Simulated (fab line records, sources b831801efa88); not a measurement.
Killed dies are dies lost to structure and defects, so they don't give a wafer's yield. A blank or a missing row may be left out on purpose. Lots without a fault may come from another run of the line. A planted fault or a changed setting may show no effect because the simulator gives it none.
fab line records | flow sky130 | part 1 of 2: steps 1 to 26 of 36
record lots=5 wafers=15 last_day=49
route steps=708 shown METAL2@497 VIA2@507 METAL3@532
lots that met no fault: from a run of the same line without faults
start_h: hours from the record's first day to the start of the lot's first wafer shown | wait_h: hours since the lot's step before | " the same as in the row above | L1.1+2: a row that stands for several wafers | - no value, or no start given | * or withheld: withheld | < > ~ a bound
route shown NAME@n: a module of which the file shows steps, and the number in the route of the first | usual: mean/standard deviation of fault-free wafers | same: alike in all rows | chamber/n: place in a boat | sites: the reading at each site | _std_site: their standard deviation | _edge_site: outer sites' mean less inner sites' | radius_mm: how far each site lies from the wafer's centre | mask NAME#n: copy n | behind: the tool/chamber that last shaped the wafer | hold: why the lot was held/for how many hours/how that ended | device: the transistor (n, p or np) that didn't switch | end of line: the same wafers' tests at the end of the route | a step without rows: its recipe alone | killed: dies lost to structure and defects at the first sort, not the wafer's yield | map: a wafer's dies, x killed, . not, _ none there
set.NAME: the setting as run; set.NAME@STEP: as run at that earlier step | model.NAME: the simulator's own value behind a step, which no gauge read
lots at some steps of the route; a table a step, a row a wafer
services: from which hour (start_h, from the record's first day; less than 0 if before it) a tool's chamber was out of use, for how many hours, and why
## steps
# step SKY_METAL2_DEVELOP_14
# recipe develop_time_s=60 resist=KrF-thick dev_temp_c=21
# columns lot.wafer tool chamber start_h wait_h
L074.1+2+4 litho_track-03 0 - -
L084.4+5+6 litho_track-02 0 - -
L089.1+3+6 litho_track-03 0 - -
L090.2+4+6 litho_track-03 0 - -
L092.1+4+5 litho_track-03 0 - -
# step SKY_METAL2_CD_MEAS_15
# recipe target_cd_nm=140
# usual cd_nm=140.5/1.4
# columns lot.wafer tool chamber start_h wait_h cd_nm
L074.1 cd_sem-02 - 804.98 - 139.5
L074.2 " - " " 138.6
L074.4 " - " " 139.3
L084.4 cd_sem-02 - 905.43 - 142.9
L084.5 " - " " 142.0
L084.6 " - " " 141.5
L089.1 cd_sem-02 - 926.68 - 139.3
L089.3 " - " " 139.7
L089.6 " - " " 139.9
L090.2 cd_sem-01 - 931.95 - 139.9
L090.4 " - " " 137.8
L090.6 " - " " 138.6
L092.1 cd_sem-01 - 945.93 - 141.2
L092.4 " - " " 140.3
L092.5 " - " " 141.6
# step SKY_METAL2_OVL_MEAS_16
# usual METAL2_OVL=-1/5.4
# columns lot.wafer tool chamber start_h wait_h METAL2_OVL[nm]
L074.1 overlay-02 - 805.10 0.1 -2
L074.2 " - " " 0
L074.4 " - " " 12
L084.4 overlay-01 - 905.50 0.1 -3
L084.5 " - " " 4
L084.6 " - " " -3
L089.1 overlay-02 - 926.80 0.1 -1
L089.3 " - " " -4
L089.6 " - " " -6
L090.2 overlay-02 - 932.06 0.1 7
L090.4 " - " " 1
L090.6 " - " " -9
L092.1 overlay-02 - 946.05 0.1 -3
L092.4 " - " " -7
L092.5 " - " " -12
# step SKY_METAL2_DESCUM_17
# recipe chemistry=O2 source_power_w=150 bias_power_w=0 pressure_mtorr=10 temp_c=40 time_s=8
# usual drypump_motor_current_A=5.7/0.49 oes_product_au=0.996/0.0069
# same time_s=8
# columns lot.wafer tool chamber start_h wait_h drypump_motor_current_A oes_product_au rf_hours_counter_h
L074.1 rie_metal-02 0 805.14 0.0 5.6 0.994 4
L074.2 " 1 " " 5.6 0.995 14
L074.4 " 0 " " 5.6 0.992 -
L084.4 rie_metal-02 0 905.55 0.0 5.6 1.001 -
L084.5 " 0 " " 5.6 0.999 -
L084.6 " 0 " " 5.6 1.010 -
L089.1 rie_metal-02 0 926.84 0.0 5.6 0.989 10
L089.3 " 0 " " 5.6 1.009 -
L089.6 " 1 " " 5.6 0.983 -
L090.2 rie_metal-03 0 932.09 0.0 6.6 0.989 5
L090.4 " 1 " " 5.4 0.996 -
L090.6 " 0 " " 6.6 0.985 -
L092.1 rie_metal-04 0 946.09 0.0 6.2 0.993 8
L092.4 " 0 " " 6.2 0.995 -
L092.5 " 0 " " 6.2 0.982 -
# step SKY_METAL2_ETCH_18
# recipe chemistry=N2/H2 target=BARC ion_energy_ev=200 bias_w=100 pressure_mtorr=30 n2_flow_sccm=100 h2_flow_sccm=200 icp_w=500 stop_on=SiO2 time_s=45.9 target_depth_a=600
# usual drypump_motor_current_A=5.7/0.49 h2_flow_sccm=200.0/0.65 oes_product_au=0.856/0.0054 throttle_valve_pct=13.225/0.0082
# same time_s=45.9
# columns lot.wafer tool chamber start_h wait_h drypump_motor_current_A h2_flow_sccm oes_product_au rf_hours_counter_h throttle_valve_pct
L074.1 rie_metal-02 0 805.17 0.0 5.6 200.3 0.857 4 13.215
L074.2 " 1 " " 5.6 199.9 0.858 14 13.225
L074.4 " 0 " " 5.6 199.5 0.851 - 13.221
L084.4 rie_metal-02 0 905.65 0.1 5.6 200.2 0.854 - 13.220
L084.5 " 0 " " 5.6 200.4 0.857 - 13.219
L084.6 " 0 " " 5.6 200.6 0.856 - 13.235
L089.1 rie_metal-02 0 926.87 0.0 5.6 200.3 0.859 10 13.237
L089.3 " 0 " " 5.6 201.0 0.850 - 13.221
L089.6 " 1 " " 5.6 199.0 0.860 - 13.222
L090.2 rie_metal-03 0 932.12 0.0 6.6 201.0 0.857 5 13.229
L090.4 " 1 " " 5.4 199.2 0.848 - 13.222
L090.6 " 0 " " 6.6 201.4 0.855 - 13.217
L092.1 rie_metal-04 0 946.12 0.0 6.2 199.7 0.857 8 13.213
L092.4 " 0 " " 6.2 200.5 0.860 - 13.226
L092.5 " 0 " " 6.2 199.3 0.844 - 13.241
# step SKY_METAL2_METAL_ETCH_19
# recipe target_depth_a=3600 stop_on=SiO2 over_etch_frac=0.3 time_s=78 chemistry=Cl2/BCl3 resist_sidewall_deg=88 pressure_mtorr=10 icp_w=900 bias_w=48.5 Cl2_flow_sccm=60 bcl3_flow_sccm=30
# usual bcl3_flow_sccm=29.99/0.099 drypump_motor_current_A=5.7/0.49 mfc_cl2_sccm=60.04/0.17 oes_product_au=0.849/0.006 throttle_valve_pct=22.264/0.0091
# same time_s=78
# columns lot.wafer tool chamber start_h wait_h bcl3_flow_sccm drypump_motor_current_A mfc_cl2_sccm oes_product_au rf_hours_counter_h throttle_valve_pct
L074.1 rie_metal-02 0 805.23 0.0 30.21 5.6 60.30 0.842 4 22.268
L074.2 " 1 " " 30.16 5.6 60.02 0.855 14 22.271
L074.4 " 0 " " 30.08 5.6 60.25 0.843 - 22.252
L084.4 rie_metal-02 0 905.80 0.1 29.99 5.6 60.24 0.860 - 22.265
L084.5 " 0 " " 29.90 5.6 60.27 0.854 - 22.280
L084.6 " 0 " " 29.91 5.6 60.19 0.850 - 22.267
L089.1 rie_metal-02 0 926.93 0.0 30.00 5.6 59.99 0.857 10 22.264
L089.3 " 0 " " 29.99 5.7 59.97 0.852 - 22.250
L089.6 " 1 " " 30.11 5.6 59.95 0.849 - 22.259
L090.2 rie_metal-03 0 932.18 0.0 30.01 6.6 59.95 0.847 5 22.260
L090.4 " 1 " " 30.11 5.4 60.05 0.847 - 22.273
L090.6 " 0 " " 30.01 6.5 59.89 0.851 - 22.270
L092.1 rie_metal-04 0 946.18 0.0 29.95 6.2 59.77 0.844 8 22.263
L092.4 " 0 " " 29.82 6.2 60.01 0.847 - 22.270
L092.5 " 0 " " 29.89 6.2 59.81 0.845 - 22.256
# step SKY_METAL2_STRIP_20
# recipe chemistry=O2/N2 power_w=1400 pressure_mtorr=1500 platen_temp_c=withheld o2_flow_sccm=3000 n2_flow_sccm=300 overash_fraction=0.5
# usual drypump_motor_current_A=5.8/0.43 o2_flow_sccm=3000/8.7 oes_product_au=0.343/0.0042 strip_time_to_endpoint_s=2.72/0.033
# columns lot.wafer tool chamber start_h wait_h drypump_motor_current_A o2_flow_sccm oes_product_au rf_hours_counter_h strip_time_to_endpoint_s
L074.1 plasma_asher-01 0 805.32 0.1 5.7 2993 0.345 64 2.70
L074.2 " 1 " " 5.4 3008 0.345 64 2.71
L074.4 " 0 " " 5.7 2986 0.349 - 2.71
L084.4 plasma_asher-02 0 905.93 0.1 5.2 3008 0.340 - 2.66
L084.5 " 0 " " 5.2 2999 0.352 - 2.70
L084.6 " 1 " " 6.5 2999 0.340 - 2.71
L089.1 plasma_asher-03 1 927.02 0.1 5.9 3017 0.347 107 2.66
L089.3 " 0 " " 6.0 2999 0.347 - 2.69
L089.6 " 1 " " 5.9 2990 0.342 - 2.69
L090.2 plasma_asher-02 1 932.27 0.1 6.5 2979 0.341 19 2.72
L090.4 " 1 " " 6.5 2982 0.344 - 2.70
L090.6 " 1 " " 6.5 2996 0.348 - 2.75
L092.1 plasma_asher-02 0 946.27 0.1 5.2 2996 0.345 20 2.75
L092.4 " 0 " " 5.2 2995 0.347 - 2.78
L092.5 " 0 " " 5.2 3010 0.342 - 2.79
# step SKY_METAL2_STRIP_21
# recipe chemistry=post_etch_residue_remover time_s=1200 temp_c=72.5
# usual bath_guard_temp_C=72.6/0.55
# same time_s=1200
# columns lot.wafer tool chamber start_h wait_h bath_guard_temp_C
L074.1 wet_bench-03 3 805.42 0.1 72.7
L074.2 " 3 " " 72.0
L074.4 " 3 " " 72.2
L084.4 wet_bench-04 3 905.99 0.0 71.4
L084.5 " 3 " " 71.9
L084.6 " 3 " " 71.9
L089.1 wet_bench-03 0 927.12 0.1 74.1
L089.3 " 0 " " 73.5
L089.6 " 0 " " 73.7
L090.2 wet_bench-04 2 932.37 0.1 72.0
L090.4 " 2 " " 72.2
L090.6 " 2 " " 72.5
L092.1 wet_bench-03 2 946.37 0.1 72.4
L092.4 " 2 " " 72.5
L092.5 " 2 " " 72.3
# step SKY_METAL2_CLEAN_22
# recipe chemistry=IPA time_s=180 temp_c=25
# same time_s=180
# columns lot.wafer tool chamber start_h wait_h
L074.1+2+4 wet_bench-03 0 805.77 0.0
L084.4+5+6 wet_bench-03 3 906.33 0.0
L089.1+3+6 wet_bench-04 0 927.50 0.0
L090.2+4+6 wet_bench-03 0 932.72 0.0
L092.1+4+5 wet_bench-04 0 946.72 0.0
# step SKY_METAL2_CLEAN_23
# recipe chemistry=O3/DIW dry=n2_spin
# columns lot.wafer tool chamber start_h wait_h
L074.1+2+4 wet_bench-03 0 805.82 0.0
L084.4+5+6 wet_bench-01 1 906.39 0.0
L089.1+3+6 wet_bench-03 1 927.56 0.0
L090.2+4+6 wet_bench-01 2 932.78 0.0
L092.1+4+5 wet_bench-03 0 946.77 0.0
# step SKY_VIA2_HDPCVD_00
# recipe material=SiO2 target_thk_nm=1180 sigma_open_frac=0.3 time_s=196.7 temp_c=400 sih4_flow_sccm=60 pressure_mtorr=6
# same time_s=196.7
# columns lot.wafer tool chamber start_h wait_h
L074.1+2+4 hdpcvd-02 1,0,0 805.92 0.0
L084.4+5+6 hdpcvd-01 0,1,2 906.55 0.1
L089.1+3+6 hdpcvd-02 1,2,1 927.66 0.0
L090.2+4+6 hdpcvd-02 2,2,0 932.88 0.0
L092.1+4+5 hdpcvd-01 2,0,1 946.87 0.0
# step SKY_VIA2_THK_MEAS_01
# recipe reads=SiO2_of_VIA2_HDPCVD_00
# usual VIA2_HDPCVD_THK=1183/13
# columns lot.wafer tool chamber start_h wait_h VIA2_HDPCVD_THK[nm]
L074.1 film_metro-03 - 806.04 0.1 1184
L074.2 " - " " 1184
L074.4 " - " " 1180
L084.4 film_metro-02 - 906.64 0.0 1194
L084.5 " - " " 1161
L084.6 " - " " 1176
L089.1 film_metro-01 - 927.78 0.1 1176
L089.3 " - " " 1169
L089.6 " - " " 1177
L090.2 film_metro-03 - 933.02 0.1 1170
L090.4 " - " " 1193
L090.6 " - " " 1180
L092.1 film_metro-03 - 946.99 0.1 1174
L092.4 " - " " 1185
L092.5 " - " " 1164
# step SKY_VIA2_CMP_02
# recipe material=SiO2 down_force_psi=4 platen_rpm=60 pad_velocity_m_s=0.94248
# usual motor_current_A=12.3/1.2
# columns lot.wafer tool chamber start_h wait_h motor_current_A
L074.4 cmp-02 3 806.10 0.0 10.8
L074.1 " 1 " " 13.1
L074.2 " 2 " " 13.0
L084.4 cmp-02 2 906.67 0.0 14.4
L084.5 " 2 " " 13.1
L084.6 " 3 " " 11.8
L089.1 cmp-02 0 927.94 0.1 11.3
L089.3 " 1 " " 13.9
L089.6 " 3 " " 11.3
L090.4 cmp-02 0 933.15 0.1 11.3
L090.2 " 3 " " 10.9
L090.6 " 0 " " 11.5
L092.1 cmp-02 1 947.25 0.2 13.9
L092.4 " 2 " " 13.0
L092.5 " 0 " " 11.2
# step SKY_VIA2_BOW_MEAS_03
# recipe mode=bow
# usual VIA2_BOW=84/8.1
# columns lot.wafer tool chamber start_h wait_h VIA2_BOW[um]
L074.1 film_metro-03 - 806.40 0.1 81
L074.2 " - " " 89
L074.4 " - " " 90
L084.4 film_metro-03 - 907.03 0.3 86
L084.5 " - " " 76
L084.6 " - " " 80
L089.1 film_metro-01 - 928.14 0.1 71
L089.3 " - " " 76
L089.6 " - " " 76
L090.2 film_metro-02 - 933.47 0.1 95
L090.4 " - " " 90
L090.6 " - " " 93
L092.1 film_metro-02 - 947.50 0.2 77
L092.4 " - " " 90
L092.5 " - " " 77
# step SKY_VIA2_DEHYDRATE_04
# recipe temp_c=200 time_s=60
# same time_s=60
# columns lot.wafer tool chamber start_h wait_h
L074.1+2+4 litho_track-03 0 818.48 12.1
L084.4+5+6 litho_track-03 0 919.21 12.2
L089.1+3+6 litho_track-03 0 939.93 11.8
L090.2+4+6 litho_track-03 0 944.51 11.0
L092.1+4+5 litho_track-03 0 958.83 11.3
# step SKY_VIA2_HMDS_05
# recipe prime_time_s=60 prime_temp_c=120
# usual prime_temp_c=119.99/0.15
# columns lot.wafer tool chamber start_h wait_h prime_temp_c
L074.1 litho_track-03 0 818.63 0.1 119.73
L074.2 " 0 " " 119.82
L074.4 " 0 " " 119.98
L084.4 litho_track-03 0 919.36 0.1 120.03
L084.5 " 0 " " 119.96
L084.6 " 0 " " 119.75
L089.1 litho_track-03 0 940.08 0.1 120.18
L089.3 " 0 " " 119.98
L089.6 " 0 " " 120.26
L090.2 litho_track-03 0 944.66 0.1 119.89
L090.4 " 0 " " 119.69
L090.6 " 0 " " 119.86
L092.1 litho_track-03 0 958.98 0.1 120.16
L092.4 " 0 " " 120.03
L092.5 " 0 " " 120.20
# step SKY_VIA2_COAT_06
# recipe resist=BARC temp_c=withheld time_s=withheld spin_rpm=3000 resist_thk_nm=60
# usual dispense_pressure_kPa=47.7/1.2
# columns lot.wafer tool chamber start_h wait_h dispense_pressure_kPa
L074.1 litho_track-03 0 818.78 0.1 47.1
L074.2 " 0 " " 47.1
L074.4 " 0 " " 47.1
L084.4 litho_track-03 0 919.51 0.1 47.1
L084.5 " 0 " " 47.2
L084.6 " 0 " " 47.1
L089.1 litho_track-03 0 940.23 0.1 47.1
L089.3 " 0 " " 47.1
L089.6 " 0 " " 47.1
L090.2 litho_track-03 0 944.81 0.1 47.1
L090.4 " 0 " " 47.1
L090.6 " 0 " " 47.1
L092.1 litho_track-03 0 959.13 0.1 47.1
L092.4 " 0 " " 47.1
L092.5 " 0 " " 47.1
# step SKY_VIA2_COAT_07
# recipe resist=KrF-thick spin_rpm=3000 resist_thk_nm=450
# usual dispense_pressure_kPa=47.7/1.2
# columns lot.wafer tool chamber start_h wait_h dispense_pressure_kPa
L074.1 litho_track-03 0 - - 47.1
L074.2 " 0 " " 47.1
L074.4 " 0 " " 47.1
L084.4 litho_track-03 0 - - 47.1
L084.5 " 0 " " 47.2
L084.6 " 0 " " 47.2
L089.1 litho_track-03 0 - - 47.1
L089.3 " 0 " " 47.2
L089.6 " 0 " " 47.2
L090.2 litho_track-03 0 - - 47.2
L090.4 " 0 " " 47.2
L090.6 " 0 " " 47.2
L092.1 litho_track-03 0 - - 47.2
L092.4 " 0 " " 47.2
L092.5 " 0 " " 47.1
# step SKY_VIA2_SOFTBAKE_08
# recipe temp_c=100 time_s=90 resist=KrF-thick
# same time_s=90
# columns lot.wafer tool chamber start_h wait_h
L074.1+2+4 litho_track-03 0 - -
L084.4+5+6 litho_track-03 0 - -
L089.1+3+6 litho_track-03 0 - -
L090.2+4+6 litho_track-03 0 - -
L092.1+4+5 litho_track-03 0 - -
# step SKY_VIA2_EXPOSE_09
# recipe mask_id=VIM2 na=0.8 source_shape=annular sigma_inner=0.55 sigma_outer=0.85 target_cd_nm=200 dose_mj=38
# columns lot.wafer tool chamber start_h wait_h mask
L074.1+2+4 krf_scanner-02 0 - - VIM2#0
L084.4+5+6 krf_scanner-01 0 - - VIM2#0
L089.1+3+6 krf_scanner-02 0 - - VIM2#0
L090.2+4+6 krf_scanner-01 0 - - VIM2#0
L092.1+4+5 krf_scanner-02 0 - - VIM2#0
# step SKY_VIA2_PEB_10
# recipe peb_temp_c=withheld peb_time_s=withheld resist=KrF-thick
# columns lot.wafer tool chamber start_h wait_h
L074.1+2+4 litho_track-04 0 - -
L084.4+5+6 litho_track-03 0 - -
L089.1+3+6 litho_track-02 0 - -
L090.2+4+6 litho_track-04 0 - -
L092.1+4+5 litho_track-03 0 - -
# step SKY_VIA2_DEVELOP_11
# recipe develop_time_s=58.82 resist=KrF-thick dev_temp_c=21
# columns lot.wafer tool chamber start_h wait_h
L074.1+2+4 litho_track-04 0 - -
L084.4+5+6 litho_track-03 0 - -
L089.1+3+6 litho_track-02 0 - -
L090.2+4+6 litho_track-04 0 - -
L092.1+4+5 litho_track-03 0 - -
# step SKY_VIA2_CD_MEAS_12
# recipe target_cd_nm=200
# usual cd_nm=200.0/1.6
# columns lot.wafer tool chamber start_h wait_h cd_nm
L074.1 cd_sem-02 - 833.76 - 199.2
L074.2 " - " " 199.8
L074.4 " - " " 199.1
L084.4 cd_sem-02 - 931.64 - 202.0
L084.5 " - " " 201.4
L084.6 " - " " 199.5
L089.1 cd_sem-01 - 952.02 - 200.4
L089.3 " - " " 201.2
L089.6 " - " " 200.6
L090.2 cd_sem-01 - 956.58 - 199.4
L090.4 " - " " 199.9
L090.6 " - " " 198.9
L092.1 cd_sem-01 - 971.74 - 198.5
L092.4 " - " " 198.4
L092.5 " - " " 198.3
# step SKY_VIA2_OVL_MEAS_13
# usual VIA2_OVL=2/5
# columns lot.wafer tool chamber start_h wait_h VIA2_OVL[nm]
L074.1 overlay-02 - 833.88 0.1 -3
L074.2 " - " " -1
L074.4 " - " " 1
L084.4 overlay-02 - 931.72 0.1 -4
L084.5 " - " " -6
L084.6 " - " " 0
L089.1 overlay-01 - 952.14 0.1 3
L089.3 " - " " 2
L089.6 " - " " 9
L090.2 overlay-02 - 956.68 0.1 6
L090.4 " - " " -2
L090.6 " - " " 2
L092.1 overlay-01 - 971.86 0.1 -3
L092.4 " - " " -3
L092.5 " - " " -2
# step SKY_VIA2_ETCH_14
# recipe chemistry=N2/H2 target=BARC ion_energy_ev=200 source_w=500 bias_w=100 pressure_mtorr=30 n2_flow_sccm=100 h2_flow_sccm=200 stop_on=SiO2 time_s=45.9 target_depth_a=600
# usual drypump_motor_current_A=5.8/0.41 h2_flow_sccm=200.0/0.64 oes_product_au=0.854/0.005 throttle_valve_pct=13.224/0.0099
# same time_s=45.9
# columns lot.wafer tool chamber start_h wait_h drypump_motor_current_A h2_flow_sccm oes_product_au rf_hours_counter_h throttle_valve_pct
L074.1 rie_diel-03 2 833.91 0.0 6.4 199.6 0.851 12 13.234
L074.2 " 0 " " 5.8 201.0 0.858 10 13.221
L074.4 " 1 " " 5.8 199.6 0.848 2 13.218
L084.4 rie_diel-02 0 931.74 0.0 5.6 200.0 0.847 4 13.212
L084.5 " 1 " " 5.9 200.4 0.853 - 13.218
L084.6 " 0 " " 5.6 200.9 0.856 - 13.224
L089.1 rie_diel-02 0 952.17 0.0 5.6 201.0 0.848 5 13.235
L089.3 " 2 " " 6.1 199.8 0.849 23 13.241
L089.6 " 0 " " 5.6 199.7 0.854 - 13.227
L090.2 rie_diel-03 1 956.71 0.0 5.8 199.9 0.851 6 13.227
L090.4 " 0 " " 5.9 198.8 0.857 13 13.236
L090.6 " 0 " " 5.8 199.5 0.865 - 13.236
L092.1 rie_diel-02 1 971.89 0.0 5.9 199.8 0.855 15 13.223
L092.4 " 3 " " 5.6 199.6 0.848 - 13.231
L092.5 " 1 " " 5.9 200.2 0.856 - 13.223
# step SKY_VIA2_ETCH_15
# recipe target=SiO2 chemistry=C4F8/O2/Ar target_depth_nm=546 stop_on=TiN mask_material=KrF-thick source_w=1500 bias_w=1200 pressure_mtorr=40 c4f8_flow_sccm=withheld O2_flow_sccm=6 Ar_flow_sccm=300 time_s=84
# usual oes_product_au=0.939/0.0049
# same time_s=84
# columns lot.wafer tool chamber start_h wait_h oes_product_au rf_hours_counter_h
L074.1 rie_diel-03 2 833.96 0.0 0.935 12
L074.2 " 0 " " 0.949 10
L074.4 " 1 " " 0.938 2
L084.4 rie_diel-02 0 931.78 0.0 0.945 4
L084.5 " 1 " " 0.936 -
L084.6 " 0 " " 0.941 -
L089.1 rie_diel-02 0 952.21 0.0 0.932 5
L089.3 " 2 " " 0.938 23
L089.6 " 0 " " 0.928 -
L090.2 rie_diel-03 1 956.76 0.0 0.935 6
L090.4 " 0 " " 0.937 13
L090.6 " 0 " " 0.939 -
L092.1 rie_diel-02 1 971.93 0.0 0.942 15
L092.4 " 3 " " 0.936 -
L092.5 " 1 " " 0.947 -
